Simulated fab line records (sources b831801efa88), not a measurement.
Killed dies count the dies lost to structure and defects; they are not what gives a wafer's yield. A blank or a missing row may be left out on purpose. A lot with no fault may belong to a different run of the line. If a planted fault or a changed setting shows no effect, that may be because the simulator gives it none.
fab line records -- flow sky130
[record] lots = 11, wafers = 33, last-day = 49
route steps=708 shown METAL2@500 METAL3@532 PASSIVATION@683 PAD_OPEN@708
lots that met no fault: from a run of the same line without faults
start-h: hours from the record's first day to the start of the lot's first wafer shown -- wait-h: hours elapsed since this lot's preceding step -- " same as the row above -- L1.1+2: one row covering several wafers at once -- - no value, or no start was given -- * or withheld: withheld -- < > ~ a bound
route shown NAME@n: names a module that has steps shown in the file, with the first one's number in the route -- usual: mean/standard deviation taken from wafers without a fault -- same: alike in all rows -- chamber/n: place in a boat -- sites: per-site readings -- _std_site: standard deviation of those values -- _edge_site: mean of outer sites minus mean of inner sites -- radius-mm: how far each site lies from the wafer's centre -- mask NAME#n: copy n -- behind: tool/chamber where the wafer was last shaped -- hold: the reason the lot was held/the length of the hold in hours/how it ended -- device: the transistor (n, p or np) that didn't switch -- end of line: the tests these same wafers got at the end of their route -- a step given without rows: its recipe and nothing more -- killed: count of dies lost to structure and defects at first sort (not the wafer's yield) -- map: a wafer's dies, marking killed ones x, the rest . and places with no die _
set.NAME: the setting that was run; set.NAME@STEP: the one run at that earlier step -- model.NAME: the simulator's own value behind a step, which no gauge read
a sample of lots followed through the steps of the route, with each step as a table and each wafer as a row
services: the hour from which a tool's chamber was out of use, counted from the record's first day as start-h (under 0 if before that day), plus the number of hours and why
[[steps]]
[step SKY_METAL2_DESCUM_17]
[recipe] chemistry = O2, source-power-w = 150, bias-power-w = 0, pressure-mtorr = 10, temp-c = 40, time-s = 8
[usual] drypump-motor-current-A = 5.8/0.5, oes-product-au = 1.002/0.018
lot.wafer,tool,chamber,start-h,wait-h,drypump-motor-current-A,oes-product-au,rf-hours-counter-h
L941.1,rie-metal-03,0,822.14,0.0,5.6,1.030,3
L941.3,rie-metal-03,1,822.14,0.0,6.0,0.987,-
L941.4,rie-metal-03,0,822.14,0.0,5.6,1.037,-
L943.3,rie-metal-03,0,842.05,0.0,5.6,1.032,-
L943.4,rie-metal-03,1,842.05,0.0,6.0,0.981,-
L943.6,rie-metal-03,1,842.05,0.0,6.0,0.982,-
L946.1,rie-metal-01,1,867.64,0.0,5.2,0.997,16
L946.4,rie-metal-01,0,867.64,0.0,6.3,1.004,-
L946.5,rie-metal-01,0,867.64,0.0,6.3,0.980,-
L948.2,rie-metal-03,0,896.69,0.0,5.6,1.022,6
L948.4,rie-metal-03,1,896.69,0.0,6.0,0.978,-
L948.6,rie-metal-03,1,896.69,0.0,5.9,0.984,-
L947.1,rie-metal-03,0,899.25,0.0,5.6,1.031,7
L947.4,rie-metal-03,1,899.25,0.0,6.0,0.993,-
L947.5,rie-metal-03,1,899.25,0.0,6.0,0.993,-
L950.3,rie-metal-02,1,899.90,0.0,5.3,0.981,-
L950.4,rie-metal-02,0,899.90,0.0,6.6,1.016,-
L950.5,rie-metal-02,1,899.90,0.0,5.3,0.996,-
L949.2,rie-metal-01,1,900.24,0.0,5.2,0.999,18
L949.4,rie-metal-01,1,900.24,0.0,5.2,1.001,-
L949.5,rie-metal-01,1,900.24,0.0,5.1,1.004,-
L953.1,rie-metal-03,1,915.54,0.0,6.0,0.988,9
L953.2,rie-metal-03,0,915.54,0.0,5.6,1.030,7
L953.6,rie-metal-03,1,915.54,0.0,5.9,0.990,-
L956.2,rie-metal-01,0,928.11,0.0,6.3,0.990,10
L956.3,rie-metal-01,1,928.11,0.0,5.2,1.011,-
L956.6,rie-metal-01,1,928.11,0.0,5.2,1.008,-
L957.1,rie-metal-03,0,944.39,0.0,5.6,1.030,8
L957.2,rie-metal-03,1,944.39,0.0,6.0,0.993,10
L957.4,rie-metal-03,0,944.39,0.0,5.6,1.025,-
L960.1,rie-metal-03,1,965.04,0.0,6.0,0.981,11
L960.2,rie-metal-03,0,965.04,0.0,5.6,1.052,9
L960.6,rie-metal-03,0,965.04,0.0,5.6,1.039,-
[step SKY_METAL3_SPUTTER_00]
[recipe] material = Ti, target-thk-nm = 15, power-w = 3000, time-s = 10, chamber-pressure-pa = 0.4
[usual] throttle-valve-pct = 30.1/1.4
lot.wafer,tool,chamber,start-h,wait-h,throttle-valve-pct
L941.1,pvd-sputter-01,-,850.31,0.1,29.4
L941.3,pvd-sputter-01,-,850.31,0.1,27.6
L941.4,pvd-sputter-01,-,850.31,0.1,28.7
L943.3,pvd-sputter-01,-,870.84,0.2,29.4
L943.4,pvd-sputter-01,-,870.84,0.2,32.3
L943.6,pvd-sputter-01,-,870.84,0.2,29.6
L946.1,pvd-sputter-03,-,896.41,0.2,31.5
L946.4,pvd-sputter-03,-,896.41,0.2,28.1
L946.5,pvd-sputter-03,-,896.41,0.2,27.8
L948.2,pvd-sputter-03,-,925.11,0.1,27.7
L948.4,pvd-sputter-03,-,925.11,0.1,31.3
L948.6,pvd-sputter-03,-,925.11,0.1,31.5
L947.1,pvd-sputter-03,-,927.46,0.1,31.5
L947.4,pvd-sputter-03,-,927.46,0.1,28.1
L947.5,pvd-sputter-03,-,927.46,0.1,31.7
L950.3,pvd-sputter-02,-,927.81,0.2,30.4
L950.4,pvd-sputter-02,-,927.81,0.2,30.7
L950.5,pvd-sputter-02,-,927.81,0.2,30.6
L949.2,pvd-sputter-03,-,928.16,0.1,31.3
L949.4,pvd-sputter-03,-,928.16,0.1,28.0
L949.5,pvd-sputter-03,-,928.16,0.1,30.6
L953.1,pvd-sputter-01,-,942.66,0.1,28.2
L953.2,pvd-sputter-01,-,942.66,0.1,28.6
L953.6,pvd-sputter-01,-,942.66,0.1,28.5
L956.2,pvd-sputter-02,-,955.01,0.1,30.4
L956.3,pvd-sputter-02,-,955.01,0.1,31.5
L956.6,pvd-sputter-02,-,955.01,0.1,30.6
L957.1,pvd-sputter-02,-,971.31,0.1,31.5
L957.2,pvd-sputter-02,-,971.31,0.1,30.7
L957.4,pvd-sputter-02,-,971.31,0.1,30.7
L960.1,pvd-sputter-01,-,991.37,0.1,32.2
L960.2,pvd-sputter-01,-,991.37,0.1,29.5
L960.6,pvd-sputter-01,-,991.37,0.1,32.4
[step SKY_METAL3_ETCH_16]
[recipe] chemistry = N2/H2, target = BARC, ion-energy-ev = 200, bias-w = 100, pressure-mtorr = 30, n2-flow-sccm = 100, h2-flow-sccm = 200, icp-w = 500, stop-on = SiO2, time-s = 88.2, target-depth-a = 600
[usual] bias-w = 100.0/0.37, drypump-motor-current-A = 5.7/0.59, oes-product-au = 0.626/0.0042, throttle-valve-pct = 13.204/0.0096
lot.wafer,tool,chamber,start-h,wait-h,bias-w,drypump-motor-current-A,oes-product-au,rf-hours-counter-h,throttle-valve-pct
L941.1,rie-metal-02,0,902.69,0.0,100.2,6.6,0.625,3,13.209
L941.3,rie-metal-02,0,902.69,0.0,100.3,6.6,0.623,-,13.210
L941.4,rie-metal-02,1,902.69,0.0,99.6,5.3,0.628,-,13.195
L943.3,rie-metal-03,1,922.97,0.0,100.1,6.0,0.633,-,13.191
L943.4,rie-metal-03,0,922.97,0.0,99.8,5.6,0.628,-,13.218
L943.6,rie-metal-03,0,922.97,0.0,99.8,5.6,0.628,-,13.206
L946.1,rie-metal-03,0,946.07,0.0,99.4,5.6,0.625,8,13.187
L946.4,rie-metal-03,0,946.07,0.0,100.6,5.6,0.624,-,13.213
L946.5,rie-metal-03,0,946.07,0.0,100.0,5.6,0.637,-,13.218
L948.2,rie-metal-02,0,974.54,0.0,100.3,6.6,0.620,6,13.210
L948.4,rie-metal-02,1,974.54,0.0,99.4,5.3,0.626,-,13.208
L948.6,rie-metal-02,0,974.54,0.0,99.8,6.6,0.630,-,13.207
L947.1,rie-metal-04,1,976.68,0.0,100.1,5.9,0.622,5,13.195
L947.4,rie-metal-04,1,976.68,0.0,100.1,5.9,0.623,-,13.185
L947.5,rie-metal-04,1,976.68,0.0,100.3,5.9,0.625,-,13.198
L950.3,rie-metal-03,0,977.20,0.0,100.1,5.6,0.621,-,13.194
L950.4,rie-metal-03,1,977.20,0.0,100.4,5.9,0.627,-,13.218
L950.5,rie-metal-03,0,977.20,0.0,99.8,5.6,0.626,-,13.208
L949.2,rie-metal-02,1,977.83,0.0,100.4,5.3,0.627,16,13.210
L949.4,rie-metal-02,0,977.83,0.0,99.8,6.6,0.619,-,13.204
L949.5,rie-metal-02,1,977.83,0.0,100.4,5.3,0.627,-,13.196
L953.1,rie-metal-04,1,991.07,0.0,99.8,5.9,0.625,5,13.200
L953.2,rie-metal-04,0,991.07,0.0,100.0,4.7,0.633,18,13.188
L953.6,rie-metal-04,1,991.07,0.0,100.3,5.9,0.626,-,13.205
L956.2,rie-metal-04,0,1004.27,0.0,100.1,4.7,0.625,18,13.210
L956.3,rie-metal-04,1,1004.27,0.0,100.2,5.9,0.631,-,13.192
L956.6,rie-metal-04,0,1004.27,0.0,100.4,4.7,0.629,-,13.199
L957.1,rie-metal-02,0,1018.62,0.0,99.4,6.6,0.632,9,13.187
L957.2,rie-metal-02,1,1018.62,0.0,100.6,5.3,0.624,18,13.219
L957.4,rie-metal-02,0,1018.62,0.0,100.0,6.5,0.631,-,13.192
L960.1,rie-metal-02,1,1037.53,0.0,100.5,5.3,0.624,19,13.201
L960.2,rie-metal-02,0,1037.53,0.0,100.0,6.5,0.625,10,13.203
L960.6,rie-metal-02,0,1037.53,0.0,100.3,6.6,0.618,-,13.212
[step SKY_PASSIVATION_CVD_02]
[recipe] material = Si3N4, target-thk-nm = 540, temp-c = 400, time-s = withheld, rf-w = 450
[usual] heater-power-w = 730/140, rf-fwd-power-W = 449.0/1.5
lot.wafer,tool,chamber,start-h,wait-h,heater-power-w,rf-fwd-power-W
L941.1,pecvd-04,2,1029.45,0.1,666,446.9
L941.3,pecvd-04,0,1029.45,0.1,575,445.1
L941.4,pecvd-04,2,1029.45,0.1,676,447.1
L943.3,pecvd-04,2,1047.49,0.0,690,449.4
L943.4,pecvd-04,1,1047.49,0.0,888,450.5
L943.6,pecvd-04,2,1047.49,0.0,707,448.6
L946.1,pecvd-01,0,1068.50,0.1,791,447.8
L946.4,pecvd-01,2,1068.50,0.1,789,448.8
L946.5,pecvd-01,0,1068.50,0.1,650,448.1
L948.2,pecvd-02,1,1092.73,0.0,969,448.2
L948.4,pecvd-02,1,1092.73,0.0,1036,449.7
L948.6,pecvd-02,2,1092.73,0.0,902,448.9
L947.1,pecvd-04,2,1094.97,0.1,583,450.8
L947.4,pecvd-04,0,1094.97,0.1,534,450.0
L947.5,pecvd-04,2,1094.97,0.1,630,450.2
L950.3,pecvd-01,0,1095.24,0.0,780,450.4
L950.4,pecvd-01,0,1095.24,0.0,789,451.3
L950.5,pecvd-01,2,1095.24,0.0,768,451.0
L949.2,pecvd-04,1,1096.08,0.0,775,448.1
L949.4,pecvd-04,2,1096.08,0.0,690,448.9
L949.5,pecvd-04,0,1096.08,0.0,462,451.0
L953.1,pecvd-04,0,1107.65,0.1,591,447.3
L953.2,pecvd-04,2,1107.65,0.1,631,449.1
L953.6,pecvd-04,0,1107.65,0.1,474,449.0
L956.2,pecvd-04,1,1120.19,0.0,883,450.0
L956.3,pecvd-04,0,1120.19,0.0,538,376.0
L956.6,pecvd-04,0,1120.19,0.0,543,377.2
L957.1,pecvd-04,2,1130.91,0.1,608,449.4
L957.2,pecvd-04,1,1130.91,0.1,929,449.6
L957.4,pecvd-04,0,1130.91,0.1,611,379.1
L960.1,pecvd-01,0,1145.54,0.1,701,449.9
L960.2,pecvd-01,2,1145.54,0.1,648,451.4
L960.6,pecvd-01,1,1145.54,0.1,656,448.8
[step SKY_PASSIVATION_THK_MEAS_03]
[recipe] reads = Si3N4_of_PASSIVATION_CVD_02
[usual] PASSIVATION_CVD_02_THK = 535/7.8
lot.wafer,tool,chamber,start-h,wait-h,PASSIVATION_CVD_02_THK[nm]
L941.1,film-metro-01,-,1029.84,-,543
L941.3,film-metro-01,-,1029.84,-,544
L941.4,film-metro-01,-,1029.84,-,543
L943.3,film-metro-04,-,1047.74,-,533
L943.4,film-metro-04,-,1047.74,-,548
L943.6,film-metro-04,-,1047.74,-,536
L946.1,film-metro-02,-,1068.73,-,522
L946.4,film-metro-02,-,1068.73,-,528
L946.5,film-metro-02,-,1068.73,-,535
L948.2,film-metro-02,-,1092.96,-,524
L948.4,film-metro-02,-,1092.96,-,535
L948.6,film-metro-02,-,1092.96,-,548
L947.1,film-metro-02,-,1095.19,-,530
L947.4,film-metro-02,-,1095.19,-,546
L947.5,film-metro-02,-,1095.19,-,541
L950.3,film-metro-04,-,1095.48,-,520
L950.4,film-metro-04,-,1095.48,-,526
L950.5,film-metro-04,-,1095.48,-,539
L949.2,film-metro-04,-,1096.31,-,532
L949.4,film-metro-04,-,1096.31,-,539
L949.5,film-metro-04,-,1096.31,-,545
L953.1,film-metro-02,-,1107.87,-,529
L953.2,film-metro-02,-,1107.87,-,531
L953.6,film-metro-02,-,1107.87,-,544
L956.2,film-metro-01,-,1120.43,-,523
L956.3,film-metro-01,-,1120.43,-,504
L956.6,film-metro-01,-,1120.43,-,502
L957.1,film-metro-04,-,1131.13,-,528
L957.2,film-metro-04,-,1131.13,-,533
L957.4,film-metro-04,-,1131.13,-,524
L960.1,film-metro-02,-,1145.77,-,530
L960.2,film-metro-02,-,1145.77,-,533
L960.6,film-metro-02,-,1145.77,-,541
[step SKY_PAD_OPEN_PROBE_99]
[usual] defect-limited-yield = 82.5/1.8, killed_at_M0_to_M3 = 44/6.6, killed_at_M4_up = 2.9/1.8, killed-at-contacts = 24/4.8, killed-at-front-end = 15/4.5, killed-at-other = 0.3/0.64, killed-dies = 86/8.7, killed-open = 47/6.5, killed-short = 39/5.8, sort_bin_3_pad_short = 0.9/0.4, sort_bin_5_function = 10.3/1.4, sort_bin_6_memory = 6.2/1.1, sort-n-pass = 406/8.7, sort-yield-pct = 82.5/1.8
[same] gross-dies = 492, killed-at-back-side = 0, sort_bin_4_leakage[%] = 0, sort_bin_8_speed[%] = 0
lot.wafer,tool,chamber,start-h,wait-h,defect-limited-yield[%],killed_at_M0_to_M3,killed_at_M4_up,killed-at-contacts,killed-at-front-end,killed-at-other,killed-dies,killed-open,killed-short,sort_bin_3_pad_short[%],sort_bin_5_function[%],sort_bin_6_memory[%],sort-n-pass,sort-yield-pct[%]
L948.2,prober-02,-,1134.87,0.1,82.5,36,1,27,21,1,86,40,45,1.4,9.3,6.7,406,82.5
L948.4,prober-02,-,1134.97,0.2,80.9,42,4,35,13,0,94,55,39,0.8,9.8,8.5,398,80.9
L948.6,prober-02,-,1135.07,0.2,83.7,33,2,31,14,0,80,42,38,0.4,10.6,5.3,412,83.7
L950.3,prober-02,-,1138.54,0.2,80.9,47,4,27,16,0,94,39,55,1.2,11.8,6.1,398,80.9
L950.5,prober-02,-,1138.64,0.2,83.5,38,2,22,17,2,81,51,30,0.6,10.2,5.7,411,83.5
// killed by level:class
L948.2 POLY_GATE:geometric-particle:short=8 CONTACT:geometric-particle:short=7 CONTACT:geometric-particle:open=7 VIA1:geometric-particle:open=7 VIA2:geometric-particle:open=6 LOCAL_INTERCONNECT:geometric-particle:short=5 FIELD_ISO:geometric-particle:open=4 FIELD_ISO:geometric-particle:short=4
L948.4 LI_CONTACT:geometric-particle:open=10 VIA1:geometric-particle:open=9 CONTACT:geometric-particle:open=8 VIA1:geometric-particle:short=7 LOCAL_INTERCONNECT:geometric-particle:open=5 CONTACT:geometric-particle:short=5 METAL2:geometric-particle:short=5 LI_CONTACT:geometric-particle:short=4
L948.6 CONTACT:geometric-particle:short=8 CONTACT:geometric-particle:open=8 VIA1:geometric-particle:open=8 METAL1:geometric-particle:short=6 LI_CONTACT:geometric-particle:open=5 POLY_GATE:geometric-particle:short=4 LOCAL_INTERCONNECT:geometric-particle:short=4 VIA3:geometric-particle:open=4
L950.3 CONTACT:geometric-particle:open=9 VIA1:geometric-particle:open=9 VIA1:geometric-particle:short=8 FIELD_ISO:geometric-particle:open=7 VIA2:geometric-particle:short=7 POLY_GATE:geometric-particle:short=6 METAL2:geometric-particle:short=6 LI_CONTACT:geometric-particle:open=5
L950.5 CONTACT:geometric-particle:open=12 VIA1:geometric-particle:open=11 FIELD_ISO:geometric-particle:open=7 POLY_GATE:geometric-particle:open=5 CONTACT:geometric-particle:short=4 VIA1:geometric-particle:short=4 VIA2:geometric-particle:open=4 METAL3:geometric-particle:short=3
[[services]]
tool,chamber,start-h,hours,kind
pvd-sputter-03,-,815.80,15.5,repair
rie-metal-01,0,820.17,21.8,repair
rie-metal-04,-,828.47,1.1,repair
rie-metal-04,0,833.46,16.5,repair
rie-metal-03,-,833.72,0.3,repair
pecvd-04,-,852.76,0.8,repair
rie-metal-03,1,856.02,15.8,repair
pecvd-04,-,861.21,0.9,repair
pvd-sputter-02,-,862.84,1.4,repair
pvd-sputter-03,-,885.09,1.0,repair
pvd-sputter-02,-,889.98,21.4,repair
pecvd-01,-,909.47,1.4,repair
pvd-sputter-01,-,910.54,0.6,repair
pvd-sputter-03,-,917.18,5.9,repair
pvd-sputter-02,-,919.67,4.8,repair
pecvd-04,-,935.17,2.8,pm
rie-metal-01,1,946.88,9.2,repair
pvd-sputter-03,-,950.78,5.2,repair
rie-metal-01,1,970.98,21.7,repair
rie-metal-03,-,1026.89,2.8,pm
pvd-sputter-03,-,1113.61,2.2,repair
rie-metal-03,1,1127.80,8.5,repair
pvd-sputter-03,-,1135.73,2.0,repair
rie-metal-03,-,1142.02,1.1,repair
[[key]]
[first-sign] step = SKY_PASSIVATION_CVD_02, reading = rf-fwd-power-W, direction = down, sigmas = 49, usual = 449.0, struck = 377.4
[effect] step = SKY_PASSIVATION_THK_MEAS_03, reading = PASSIVATION_CVD_02_THK, direction = down, sigmas = 3.2, usual = 535, struck = 510
met-at SKY_PASSIVATION_CVD_02
struck-lots L956,L957
struck-wafers L956.3,L956.6,L957.4
not-acting-at SKY_METAL2_DESCUM_17,SKY_METAL3_SPUTTER_00,SKY_METAL3_ETCH_16
onset-between 1107.65 1120.19
[fault] kind = process-parameter-drift, tool = pecvd-04, chamber = 0, onset-h = 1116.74, steps = SKY_PASSIVATION_CVD_02, channel = rf-w, offset = -72, shape = step, end-h = 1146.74, acts-in = these-recipes-only, stated = 450
